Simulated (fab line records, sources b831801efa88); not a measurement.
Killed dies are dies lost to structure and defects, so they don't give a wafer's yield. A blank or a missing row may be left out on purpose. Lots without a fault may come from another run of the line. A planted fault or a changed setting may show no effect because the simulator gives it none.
Problem report in the 8D (eight disciplines) form, filled by code | flow sfq_line | the parts of the form that need people (team, actions taken, sign-off) are left out

1. THE PROBLEM
M2_NB_RS at SFQ_M2_RS_MEAS_914 reads a mean of 1.212 ohm/sq on 2 wafers of 2 lots; wafers without a fault read 0.885 ohm/sq with a standard deviation of 0.012. That is +27 standard deviations from the usual mean.
The step: measures by four-point-probe.
First seen on wafer L361.2, day 28 06:26, on film_metro-03. The record holds 18 wafers of 6 lots with a number at this step. Rule for "out", or "out of limits": more than 4 standard deviations from the usual mean. The other wafers with a number count as sound.

2. WHAT IT IS AND WHAT IT IS NOT
question                    | is                           | is not
which readings at this step | M2_NB_RS                     | -
which lots                  | L361, L364                   | L353, L366, L372, L374
which wafers of those lots  | L361.2, L364.3               | L361.1, L361.4, L364.2, L364.5
read on which gauges        | film_metro-02, film_metro-03 | -
when                        | from day 28 06:26            | up to then (5 sound wafers); but 11 sound wafers of L364, L366, L372, L374 came after

3. SUSPECTS, AND WHAT RULES EACH OUT
Counting: a tool at a process step up to the reading stays a suspect if it ran every lot that is out. Sound lots after the first of them don't rule it out here, since some wafers of a struck lot are sound.
- the gauge at SFQ_M2_RS_MEAS_914: ruled out. The wafers that are out were read on 2 gauges (film_metro-02, film_metro-03).
- pvd_sputter-06 at SFQ_TRILAYER_M2_DEP_SPUTTER_055 (material Nb, target thk 200 nm, time 133.3 s): kept. It ran every lot that is out, first L361 (day 28 06:21).
Left after counting: pvd_sputter-06 at SFQ_TRILAYER_M2_DEP_SPUTTER_055.

4. THE CAUSE (what the simulator had put in)
Process parameter drift: pvd_sputter-06, from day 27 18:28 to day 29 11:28, at SFQ_TRILAYER_M2_DEP_SPUTTER_055. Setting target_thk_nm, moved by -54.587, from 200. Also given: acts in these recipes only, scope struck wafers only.
Counting left only this tool.

5. THE CHAIN OF EFFECTS, in route order
Each row: a reading whose mean over the struck wafers that have a number lies more than 3 standard deviations from the usual. Only readings for which the record gives a usual standard deviation are gone through. hours: the time from each lot's start at the first step in this table that gives one to its start at this step, as a median over the lots. sigmas: the change in usual standard deviations.
hours | step                                | reading        | usual        | on struck wafers | change | sigmas
0     | SFQ_M2_RS_MEAS_914                  | M2_NB_RS       | 0.885 ohm/sq | 1.212            | +0.327 | +27
145   | SFQ_TRILAYER_M2_ETCH_METAL_ETCH_060 | oes_product_au | 0.897 a.u.   | 0.762            | -0.135 | -16
The process steps in it:
- SFQ_TRILAYER_M2_ETCH_METAL_ETCH_060: etches Nb in Cl2/Ar, stops on SiO2, target depth 240 nm, time 120 s.
Later measuring or inspecting steps at which every struck wafer that the step has a row for has a number for every such reading, and none has moved that far: SFQ_M2_OVL_MEAS_916, SFQ_I2_BOW_MEAS_917, SFQ_I2_OVL_MEAS_918, SFQ_M8_BOW_MEAS_951.

6. WHAT WOULD HAVE CAUGHT IT SOONER
In this record the first reading out of limits at a measuring or inspecting step was taken at day 28 06:26, 12 hours after the fault began at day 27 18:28.
Of the tool readings at SFQ_TRILAYER_M2_DEP_SPUTTER_055 for which the record gives a usual standard deviation, none was out on any struck wafer, so an alarm limit of 4 standard deviations on them would not have fired.
Of the lots that are out (2), L364 began SFQ_TRILAYER_M2_DEP_SPUTTER_055 on pvd_sputter-06 after day 28 06:26. A hold on the tool at that time would have spared it.
